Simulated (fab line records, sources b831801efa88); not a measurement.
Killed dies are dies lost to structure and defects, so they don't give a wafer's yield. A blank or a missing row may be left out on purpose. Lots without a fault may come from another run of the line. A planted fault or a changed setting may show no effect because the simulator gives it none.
fab line records | flow sky130
record lots=11 wafers=33 last_day=50
route steps=708 shown DNWELL@43 VT_ADJUST_LVTN@117 POLY_GATE@234 LDD_P@266
lots that met no fault: from a run of the same line without faults
start_h: hours from the record's first day to the start of the lot's first wafer shown | wait_h: hours since the lot's step before | " the same as in the row above | L1.1+2: a row that stands for several wafers | - no value, or no start given | * or withheld: withheld | < > ~ a bound
route shown NAME@n: a module of which the file shows steps, and the number in the route of the first | usual: mean/standard deviation of fault-free wafers | same: alike in all rows | chamber/n: place in a boat | sites: the reading at each site | _std_site: their standard deviation | _edge_site: outer sites' mean less inner sites' | radius_mm: how far each site lies from the wafer's centre | mask NAME#n: copy n | behind: the tool/chamber that last shaped the wafer | hold: why the lot was held/for how many hours/how that ended | device: the transistor (n, p or np) that didn't switch | end of line: the same wafers' tests at the end of the route | a step without rows: its recipe alone | killed: dies lost to structure and defects at the first sort, not the wafer's yield | map: a wafer's dies, x killed, . not, _ none there
set.NAME: the setting as run; set.NAME@STEP: as run at that earlier step | model.NAME: the simulator's own value behind a step, which no gauge read
steps of the route over a sample of lots; a table a step, a row a wafer
services: from which hour (start_h, from the record's first day; less than 0 if before it) a tool's chamber was out of use, for how many hours, and why
## steps
# step SKY_DNWELL_STRIP_08
# recipe chemistry=O2/N2 power_w=1400 pressure_mtorr=1500 platen_temp_c=withheld o2_flow_sccm=3000 n2_flow_sccm=300 overash_fraction=0.5
# usual drypump_motor_current_A=5.7/0.4 oes_product_au=0.723/0.0046 strip_time_to_endpoint_s=36.90/0.12
# same overash_fraction=0.5
# columns lot.wafer tool chamber start_h wait_h drypump_motor_current_A oes_product_au rf_hours_counter_h strip_time_to_endpoint_s
L409.1 plasma_asher-01 0 53.24 0.1 5.9 0.723 25 36.90
L409.2 " 1 " " 5.1 0.720 25 36.95
L409.4 " 0 " " 5.9 0.721 - 36.97
L411.1 plasma_asher-03 0 64.23 0.1 6.1 0.719 39 36.80
L411.2 " 1 " " 5.7 0.718 39 36.93
L411.5 " 0 " " 6.2 0.719 - 36.85
L412.2 plasma_asher-01 0 66.08 0.1 5.9 0.722 26 36.85
L412.3 " 0 " " 5.9 0.730 - 36.92
L412.6 " 0 " " 5.9 0.718 - 36.79
L414.2 plasma_asher-01 1 80.83 0.1 5.1 0.721 28 36.95
L414.3 " 1 " " 5.1 0.721 - 36.97
L414.4 " 0 " " 5.8 0.722 - 37.05
L418.2 plasma_asher-01 1 109.14 0.1 5.1 0.725 31 37.01
L418.3 " 1 " " 5.1 0.724 - 37.02
L418.4 " 0 " " 5.9 0.717 - 37.02
L421.2 plasma_asher-01 1 125.13 0.1 5.1 0.712 33 37.01
L421.4 " 0 " " 5.9 0.722 - 36.94
L421.6 " 1 " " 5.1 0.718 - 37.10
L422.1 plasma_asher-01 0 137.48 0.1 5.9 0.730 34 36.91
L422.2 " 1 " " 5.1 0.720 34 36.92
L422.3 " 1 " " 5.0 0.723 - 36.84
L427.1 plasma_asher-01 0 155.29 0.1 5.9 0.725 36 36.91
L427.3 " 0 " " 5.9 0.722 - 36.99
L427.5 " 1 " " 5.1 0.727 - 37.13
L428.3 plasma_asher-01 1 159.16 0.1 5.1 0.721 - 36.81
L428.4 " 0 " " 5.9 0.718 - 36.91
L428.5 " 0 " " 5.8 0.718 - 36.87
L431.1 plasma_asher-02 1 175.59 0.1 5.9 0.718 4 36.61
L431.3 " 1 " " 5.9 0.717 - 36.72
L431.4 " 0 " " 5.3 0.723 - 36.80
L430.2 plasma_asher-03 0 176.67 0.1 6.2 0.726 51 36.91
L430.3 " 1 " " 5.7 0.727 - 36.85
L430.5 " 0 " " 6.2 0.717 - 36.99
# step SKY_VT_ADJUST_LVTN_STRIP_20
# recipe chemistry=O2/N2 power_w=1400 pressure_mtorr=1500 platen_temp_c=withheld o2_flow_sccm=3000 n2_flow_sccm=300 overash_fraction=0.5
# usual drypump_motor_current_A=5.7/0.38 oes_product_au=0.716/0.005 strip_time_to_endpoint_s=14.17/0.045
# same overash_fraction=0.5
# columns lot.wafer tool chamber start_h wait_h drypump_motor_current_A oes_product_au rf_hours_counter_h strip_time_to_endpoint_s
L409.1 plasma_asher-02 0 159.08 0.1 5.3 0.708 2 14.21
L409.2 " 1 " " 5.9 0.707 2 14.19
L409.4 " 1 " " 5.9 0.715 - 14.20
L411.1 plasma_asher-03 0 172.22 0.1 6.2 0.715 50 14.14
L411.2 " 1 " " 5.8 0.720 50 14.10
L411.5 " 1 " " 5.8 0.717 - 14.17
L412.2 plasma_asher-01 1 175.93 0.1 5.1 0.710 38 14.21
L412.3 " 0 " " 5.9 0.718 - 14.21
L412.6 " 0 " " 5.9 0.718 - 14.16
L414.2 plasma_asher-01 1 192.57 0.1 5.1 0.724 39 14.14
L414.3 " 0 " " 5.9 0.723 - 14.16
L414.4 " 1 " " 5.1 0.718 - 14.17
L418.2 plasma_asher-01 1 230.81 0.1 5.1 0.721 43 14.25
L418.3 " 1 " " 5.1 0.710 - 14.26
L418.4 " 0 " " 5.9 0.717 - 14.24
L421.2 plasma_asher-01 1 252.28 0.1 5.1 0.712 46 14.19
L421.4 " 0 " " 5.9 0.722 - 14.17
L421.6 " 0 " " 5.9 0.718 - 14.16
L422.1 plasma_asher-01 1 267.26 0.1 5.1 0.710 47 14.19
L422.2 " 0 " " 5.9 0.712 47 14.19
L422.3 " 1 " " 5.1 0.715 - 14.16
L427.1 plasma_asher-02 0 289.93 0.1 5.3 0.715 17 14.12
L427.3 " 1 " " 5.9 0.714 - 14.12
L427.5 " 1 " " 5.9 0.719 - 14.16
L428.3 plasma_asher-02 0 294.05 0.1 5.3 0.713 - 14.20
L428.4 " 1 " " 5.9 0.710 - 14.25
L428.5 " 0 " " 5.3 0.710 - 14.18
L431.1 plasma_asher-01 0 316.58 0.1 5.9 0.712 52 14.17
L431.3 " 0 " " 5.8 0.717 - 14.23
L431.4 " 1 " " 5.1 0.716 - 14.19
L430.2 plasma_asher-03 0 318.06 0.1 6.2 0.708 65 14.25
L430.3 " 0 " " 6.2 0.712 - 14.24
L430.5 " 0 " " 6.2 0.723 - 14.17
# step SKY_POLY_GATE_OXIDATION_20
# recipe temp_c=850 ambient=O2 stabilise_s=600 purge_s=300 target_thk_a=40 ox_time_s=899
# usual spike_tc_bottom_C=872.5/1.1 spike_tc_centre_C=850.6/0.93 spike_tc_lower_C=851.8/0.97 spike_tc_top_C=862.3/1.4 spike_tc_upper_C=850.1/1 tube_center_temp_C_max=852.1/0.34 zone_power_top_pct=28.5/0.57 zone_power_upper_pct=18/3.6
# columns lot.wafer tool chamber start_h wait_h spike_tc_bottom_C spike_tc_centre_C spike_tc_lower_C spike_tc_top_C spike_tc_upper_C tube_center_temp_C_max zone_power_top_pct zone_power_upper_pct
L409.1 furnace-02 0 358.12 0.0 872.1 850.5 852.6 864.0 850.8 851.9 27.9 22
L409.2 " 0 " " 871.8 852.2 853.2 862.6 848.6 852.1 27.9 22
L409.4 " 0 " " 872.6 851.1 852.3 861.9 851.0 852.4 27.4 22
L411.1 furnace-01 0 384.53 3.3 871.7 850.2 854.0 862.0 852.1 851.5 29.1 15
L411.2 " 0 " " 873.9 849.8 851.5 860.4 851.1 852.7 29.0 15
L411.5 " 0 " " 872.3 850.6 852.8 860.0 849.5 852.2 28.5 15
L412.2 furnace-01 0 389.85 1.7 873.9 851.5 852.3 862.6 850.9 852.0 29.3 15
L412.3 " 0 " " 873.6 850.6 853.8 861.2 850.0 852.3 28.9 15
L412.6 " 0 " " 871.6 853.1 851.8 860.8 850.1 851.9 28.7 15
L414.2 furnace-02 0 408.13 0.9 870.9 849.3 850.0 863.1 850.4 851.5 28.1 22
L414.3 " 0 " " 870.8 851.2 851.0 863.6 850.1 851.7 28.1 22
L414.4 " 0 " " 872.2 850.8 850.8 863.4 851.0 852.1 27.6 22
L418.2 furnace-01 0 462.47 1.3 871.3 850.5 853.6 862.5 850.1 852.1 29.1 15
L418.3 " 0 " " 873.0 851.1 850.5 862.0 848.0 852.4 29.6 15
L418.4 " 0 " " 873.8 849.5 852.0 860.5 850.6 852.1 29.0 15
L421.2 furnace-01 0 491.57 0.4 903.2 881.3 882.2 891.3 879.5 852.0 30.4 16
L421.4 " 0 " " 903.0 882.9 884.2 892.4 879.6 852.8 30.6 16
L421.6 " 0 " " 904.4 880.3 882.8 892.0 878.8 852.3 31.0 16
L422.1 furnace-01 0 509.11 0.0 902.9 880.0 882.2 890.2 879.9 852.8 30.7 16
L422.2 " 0 " " 903.8 881.2 882.3 891.0 880.9 851.9 31.1 16
L422.3 " 0 " " 902.3 880.7 884.8 891.0 880.7 852.1 31.0 16
L427.1 furnace-02 0 534.73 0.0 871.5 850.2 850.0 863.4 849.1 852.1 28.3 22
L427.3 " 0 " " 871.8 851.0 850.5 864.4 851.3 852.3 28.0 22
L427.5 " 0 " " 872.5 851.0 851.6 864.8 852.4 852.3 27.9 22
L428.3 furnace-02 0 539.44 0.7 871.7 850.3 850.3 864.8 850.9 852.7 27.6 22
L428.4 " 0 " " 870.7 852.4 852.0 862.9 850.7 852.2 27.8 22
L428.5 " 0 " " 872.9 850.6 851.7 861.9 850.3 853.0 27.6 22
L431.1 furnace-01 0 567.16 0.0 872.6 850.4 852.0 862.8 850.2 852.0 29.2 15
L431.3 " 0 " " 874.0 850.5 851.7 861.4 850.9 851.8 29.0 15
L431.4 " 0 " " 872.4 848.9 851.2 861.2 850.1 851.7 28.6 15
L430.2 furnace-02 0 570.46 0.3 872.4 850.5 851.1 863.3 852.7 852.4 27.7 22
L430.3 " 0 " " 872.2 850.2 852.8 864.2 850.1 851.7 27.8 22
L430.5 " 0 " " 872.1 850.6 852.2 862.7 851.3 852.2 28.3 22
# step SKY_POLY_GATE_THK_MEAS_21
# recipe reads=SiO2_of_POLY_GATE_OXIDATION_20
# usual POLY_GATE_OXIDATION_THK=4.03/0.069
# columns lot.wafer tool chamber start_h wait_h POLY_GATE_OXIDATION_THK[nm]
L409.1 film_metro-01 - 359.37 0.0 4.01
L409.2 " - " " 3.94
L409.4 " - " " 3.98
L411.1 film_metro-01 - 385.78 0.0 4.01
L411.2 " - " " 4.11
L411.5 " - " " 4.07
L412.2 film_metro-04 - 391.11 0.0 4.02
L412.3 " - " " 4.07
L412.6 " - " " 4.06
L414.2 film_metro-04 - 409.38 0.0 3.92
L414.3 " - " " 3.90
L414.4 " - " " 3.96
L418.2 film_metro-01 - 463.73 0.0 4.07
L418.3 " - " " 3.94
L418.4 " - " " 3.98
L421.2 film_metro-01 - 492.83 0.0 5.86
L421.4 " - " " 5.91
L421.6 " - " " 5.90
L422.1 film_metro-02 - 510.36 0.0 5.90
L422.2 " - " " 5.79
L422.3 " - " " 5.90
L427.1 film_metro-01 - 535.98 0.0 3.99
L427.3 " - " " 3.91
L427.5 " - " " 3.93
L428.3 film_metro-02 - 540.71 0.0 4.05
L428.4 " - " " 4.00
L428.5 " - " " 3.98
L431.1 film_metro-01 - 568.41 0.0 4.04
L431.3 " - " " 3.96
L431.4 " - " " 3.99
L430.2 film_metro-02 - 571.72 0.0 4.03
L430.3 " - " " 3.99
L430.5 " - " " 3.98
# step SKY_LDD_P_TW_MEAS_11
# usual LDD_P_TW=633/7.6
# columns lot.wafer tool chamber start_h wait_h LDD_P_TW
L409.1 film_metro-04 - 417.43 0.1 623
L409.2 " - " " 623
L409.4 " - " " 630
L411.1 film_metro-03 - 447.45 0.1 644
L411.2 " - " " 646
L411.5 " - " " 642
L412.2 film_metro-04 - 451.41 0.1 621
L412.3 " - " " 623
L412.6 " - " " 626
L414.2 film_metro-04 - 472.11 0.1 625
L414.3 " - " " 631
L414.4 " - " " 624
L418.2 film_metro-03 - 527.39 0.1 642
L418.3 " - " " 644
L418.4 " - " " 640
L421.2 film_metro-04 - 553.72 0.1 628
L421.4 " - " " 629
L421.6 " - " " 625
L422.1 film_metro-03 - 571.68 0.1 644
L422.2 " - " " 646
L422.3 " - " " 649
L427.1 film_metro-04 - 596.98 0.1 624
L427.3 " - " " 626
L427.5 " - " " 626
L428.3 film_metro-02 - 601.85 0.1 638
L428.4 " - " " 634
L428.5 " - " " 629
L431.1 film_metro-04 - 627.50 0.1 629
L431.3 " - " " 626
L431.4 " - " " 623
L430.2 film_metro-02 - 631.81 0.1 630
L430.3 " - " " 631
L430.5 " - " " 634
## services
# columns tool chamber start_h hours kind
furnace-02 - 75.46 10.9 pm
furnace-02 - 95.36 29.1 repair
plasma_asher-02 - 108.75 9.0 pm
plasma_asher-02 - 117.75 14.6 pm
furnace-02 - 156.83 4.6 pm
plasma_asher-02 - 166.38 0.4 repair
furnace-02 - 200.81 3.4 pm
furnace-01 - 204.71 3.1 pm
furnace-01 - 213.29 6.4 pm
furnace-01 - 223.07 3.1 repair
plasma_asher-01 - 224.61 0.4 repair
plasma_asher-01 - 253.28 0.7 repair
plasma_asher-01 - 261.76 4.7 repair
plasma_asher-01 - 273.06 1.7 repair
furnace-01 - 274.01 9.5 repair
plasma_asher-03 - 311.88 2.7 repair
furnace-01 - 332.62 4.4 pm
plasma_asher-01 - 347.42 2.8 pm
furnace-01 - 368.82 4.3 pm
furnace-02 - 380.09 7.6 pm
furnace-02 - 482.25 3.7 pm
furnace-02 - 492.82 3.4 pm
plasma_asher-01 - 527.95 2.1 repair
furnace-01 - 537.17 4.7 pm
## key
first_sign step=SKY_POLY_GATE_OXIDATION_20 reading=spike_tc_centre_C direction=up sigmas=33 usual=850.6 struck=881.1
effect step=SKY_POLY_GATE_OXIDATION_20 reading=spike_tc_lower_C direction=up sigmas=32 usual=851.8 struck=883.1
effect step=SKY_POLY_GATE_THK_MEAS_21 reading=POLY_GATE_OXIDATION_THK direction=up sigmas=27 usual=4.03 struck=5.87
met_at SKY_POLY_GATE_OXIDATION_20
struck_lots L421,L422
tester_left_out L421,L422
not_acting_at SKY_DNWELL_STRIP_08,SKY_VT_ADJUST_LVTN_STRIP_20,SKY_LDD_P_TW_MEAS_11
onset_between 462.47 491.57
fault kind=process_parameter_drift tool=furnace-01 chamber=- onset_h=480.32 steps=SKY_POLY_GATE_OXIDATION_20 channel=temp_c offset=* shape=step end_h=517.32 acts_in=* stated=*
# tester_left_out: of these lots the tester's yield and bins aren't shown, on N5 and GAA mostly nor the transistor test; their killed dies are dies lost to structure and defects alone, not to doping, threshold or leakage, so they don't give the yield
